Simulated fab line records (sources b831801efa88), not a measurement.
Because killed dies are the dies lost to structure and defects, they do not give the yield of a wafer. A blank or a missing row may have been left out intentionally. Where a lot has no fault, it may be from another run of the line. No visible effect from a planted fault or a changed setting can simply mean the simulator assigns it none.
Which of the tools did it? :: flow sky130 :: 42 wafers from 14 lots sampled at 2 of the route's 708 steps

== WHAT THE GAUGES READ, wafer by wafer ==
Not one reading of a measure or inspect step in the record can be checked against a usual standard deviation.

== TOOL THAT RAN EACH LOT (tool first, then ch and the chambers of the sampled wafers, then the start) ==
lot: L379
SKY_VIA3_CMP_24: cmp-01 ch 0,3, day 39 22:40
SKY_PAD_OPEN_PROBE_99: -

lot: L381
SKY_VIA3_CMP_24: cmp-01 ch 0,3, day 40 04:34
SKY_PAD_OPEN_PROBE_99: -

lot: L384
SKY_VIA3_CMP_24: cmp-02 ch 1,2,3, day 41 05:59
SKY_PAD_OPEN_PROBE_99: -

lot: L383
SKY_VIA3_CMP_24: cmp-02 ch 0,2, day 41 09:20
SKY_PAD_OPEN_PROBE_99: -

lot: L385
SKY_VIA3_CMP_24: cmp-01 ch 0,3, day 41 10:04
SKY_PAD_OPEN_PROBE_99: -

lot: L386
SKY_VIA3_CMP_24: cmp-01 ch 1,2,3, day 42 00:06
SKY_PAD_OPEN_PROBE_99: prober-02, day 47 18:48

lot: L387
SKY_VIA3_CMP_24: cmp-01 ch 1,2,3, day 42 08:12
SKY_PAD_OPEN_PROBE_99: prober-01, day 48 00:56

lot: L388
SKY_VIA3_CMP_24: cmp-01 ch 2,3, day 42 17:16
SKY_PAD_OPEN_PROBE_99: -

lot: L393
SKY_VIA3_CMP_24: cmp-01 ch 0,1,3, day 43 16:40
SKY_PAD_OPEN_PROBE_99: -

lot: L394
SKY_VIA3_CMP_24: cmp-01 ch 0,2, day 44 01:29
SKY_PAD_OPEN_PROBE_99: -

lot: L396
SKY_VIA3_CMP_24: cmp-02 ch 0,1,2, day 45 01:58
SKY_PAD_OPEN_PROBE_99: -

lot: L398
SKY_VIA3_CMP_24: cmp-02 ch 0,3, day 45 03:29
SKY_PAD_OPEN_PROBE_99: prober-02, day 50 07:07

lot: L400
SKY_VIA3_CMP_24: cmp-01 ch 1,2,3, day 45 13:59
SKY_PAD_OPEN_PROBE_99: -

lot: L402
SKY_VIA3_CMP_24: cmp-02 ch 0,1,3, day 45 22:44
SKY_PAD_OPEN_PROBE_99: -
- SKY_VIA3_CMP_24: polishes, stops on SiO2, t overpolish 20 s, target thk 0 nm.
- SKY_PAD_OPEN_PROBE_99

== AS READ BY THE TOOLS THEMSELVES (means over the sampled wafers that have a number; for cases with no such wafer, the mark the record gives instead) ==
SKY_VIA3_CMP_24. Usual: edge_zone_pressure_frac 1.000, standard deviation 0.0046; head_pressure_psi 3.500 psi, standard deviation 0.0076; motor_current_A 11.1 A, standard deviation 0.92; overpolish_run_s 20.001 s, standard deviation 0.0087; time_to_endpoint_s 96 s, standard deviation 3.5.
lot: L379
tool: cmp-01
edge_zone_pressure_frac: 0.993
head_pressure_psi (psi): 3.492
motor_current_A (A): 11.8
overpolish_run_s (s): 20.002
time_to_endpoint_s (s): 93
flag: 

lot: L381
tool: cmp-01
edge_zone_pressure_frac: 0.999
head_pressure_psi (psi): 3.502
motor_current_A (A): 11.6
overpolish_run_s (s): 20.002
time_to_endpoint_s (s): 96
flag: 

lot: L384
tool: cmp-02
edge_zone_pressure_frac: 0.999
head_pressure_psi (psi): 3.494
motor_current_A (A): 10.9
overpolish_run_s (s): 20.005
time_to_endpoint_s (s): 97
flag: 

lot: L383
tool: cmp-02
edge_zone_pressure_frac: 0.997
head_pressure_psi (psi): 3.508
motor_current_A (A): 11.7
overpolish_run_s (s): 20.005
time_to_endpoint_s (s): 97
flag: 

lot: L385
tool: cmp-01
edge_zone_pressure_frac: 1.000
head_pressure_psi (psi): 3.497
motor_current_A (A): 11.6
overpolish_run_s (s): 20.003
time_to_endpoint_s (s): 94
flag: 

lot: L386
tool: cmp-01
edge_zone_pressure_frac: -
head_pressure_psi (psi): -
motor_current_A (A): -
overpolish_run_s (s): -
time_to_endpoint_s (s): -
flag: OFF

lot: L387
tool: cmp-01
edge_zone_pressure_frac: -
head_pressure_psi (psi): -
motor_current_A (A): -
overpolish_run_s (s): -
time_to_endpoint_s (s): -
flag: OFF

lot: L388
tool: cmp-01
edge_zone_pressure_frac: 1.007
head_pressure_psi (psi): 3.495
motor_current_A (A): 10.4
overpolish_run_s (s): 20.005
time_to_endpoint_s (s): 92
flag: 

lot: L393
tool: cmp-01
edge_zone_pressure_frac: 0.995
head_pressure_psi (psi): 3.505
motor_current_A (A): 10.9
overpolish_run_s (s): 20.001
time_to_endpoint_s (s): 97
flag: 

lot: L394
tool: cmp-01
edge_zone_pressure_frac: 1.003
head_pressure_psi (psi): 3.500
motor_current_A (A): 10.5
overpolish_run_s (s): 20.002
time_to_endpoint_s (s): 88
flag: 

lot: L396
tool: cmp-02
edge_zone_pressure_frac: 1.001
head_pressure_psi (psi): 3.500
motor_current_A (A): 11.1
overpolish_run_s (s): 19.997
time_to_endpoint_s (s): 99
flag: 

lot: L398
tool: cmp-02
edge_zone_pressure_frac: 0.998
head_pressure_psi (psi): 3.501
motor_current_A (A): 11.8
overpolish_run_s (s): 19.999
time_to_endpoint_s (s): 97
flag: 

lot: L400
tool: cmp-01
edge_zone_pressure_frac: 1.001
head_pressure_psi (psi): 3.495
motor_current_A (A): 10.5
overpolish_run_s (s): 20.005
time_to_endpoint_s (s): 101
flag: 

lot: L402
tool: cmp-02
edge_zone_pressure_frac: 1.005
head_pressure_psi (psi): 3.499
motor_current_A (A): 11.9
overpolish_run_s (s): 19.999
time_to_endpoint_s (s): 99
flag: 

SKY_PAD_OPEN_PROBE_99. Usual: defect_limited_yield 82.5 %, standard deviation 1.9; killed_at_M0_to_M3 43, standard deviation 7.2; killed_at_M4_up 3.3, standard deviation 2; killed_at_contacts 25, standard deviation 5.8; killed_at_front_end 15, standard deviation 4.5; killed_at_other 0.3, standard deviation 0.62; killed_dies 86, standard deviation 9.4; killed_on_rim 17, standard deviation 3.7; killed_open 47, standard deviation 7.1; killed_short 39, standard deviation 6; sort_bin_3_pad_short 0.9 %, standard deviation 0.4; sort_bin_5_function 10.4 %, standard deviation 1.4; sort_bin_6_memory 6.2 %, standard deviation 1.1; sort_bin_8_speed 0.7 %, standard deviation 1.4; sort_n_pass 402, standard deviation 11; sort_yield_pct 81.7 %, standard deviation 2.2.
lot: L386
tool: prober-02
defect_limited_yield (%): 0.0
killed_at_M0_to_M3: 440
killed_at_M4_up: 4.3
killed_at_contacts: 30
killed_at_front_end: 17
killed_at_other: 0.7
killed_dies: 492
killed_on_rim: 96
killed_open: 51
killed_short: 38
sort_bin_3_pad_short (%): 83.0
sort_bin_5_function (%): 10.2
sort_bin_6_memory (%): 6.8
sort_bin_8_speed (%): 0.0
sort_n_pass: 0
sort_yield_pct (%): 0.0
flag: OFF

lot: L387
tool: prober-01
defect_limited_yield (%): 0.0
killed_at_M0_to_M3: 446
killed_at_M4_up: 2.7
killed_at_contacts: 24
killed_at_front_end: 20
killed_at_other: 0.3
killed_dies: 492
killed_on_rim: 96
killed_open: 49
killed_short: 39
sort_bin_3_pad_short (%): 82.9
sort_bin_5_function (%): 11.1
sort_bin_6_memory (%): 6.0
sort_bin_8_speed (%): 0.0
sort_n_pass: 0
sort_yield_pct (%): 0.0
flag: OFF

lot: L398
tool: prober-02
defect_limited_yield (%): 84.5
killed_at_M0_to_M3: 36
killed_at_M4_up: 3.7
killed_at_contacts: 21
killed_at_front_end: 15
killed_at_other: 0.7
killed_dies: 76
killed_on_rim: 18
killed_open: 43
killed_short: 33
sort_bin_3_pad_short (%): 0.9
sort_bin_5_function (%): 10.0
sort_bin_6_memory (%): 4.7
sort_bin_8_speed (%): 1.1
sort_n_pass: 410
sort_yield_pct (%): 83.4
flag: 

== THE ANSWER, worked out from the rows above alone ==
Rule: take the mean of a lot's wafers that have a number; if it is more than 3 standard deviations from the usual mean, the lot is off. A lot without any number at a reading at which 4 lots or more have one is off too. The other lots that the step has rows for count as sound. First the gauges in route order, then the tools' own readings, where a lot's mean is used as printed above. The first step at which some lot is off is used, and at that step the reading that is off furthest; a lot without a number counts as furthest.
Off: L386, L387 (SKY_VIA3_CMP_24, edge_zone_pressure_frac). Without a number there: L386, L387.
If a tool, at that step or one of the process steps before it, ran each lot that is off and ran no sound lot following the first of them, it fits. No candidate that was tried fits.

== WHAT WAS PUT IN BY THE SIMULATOR ==
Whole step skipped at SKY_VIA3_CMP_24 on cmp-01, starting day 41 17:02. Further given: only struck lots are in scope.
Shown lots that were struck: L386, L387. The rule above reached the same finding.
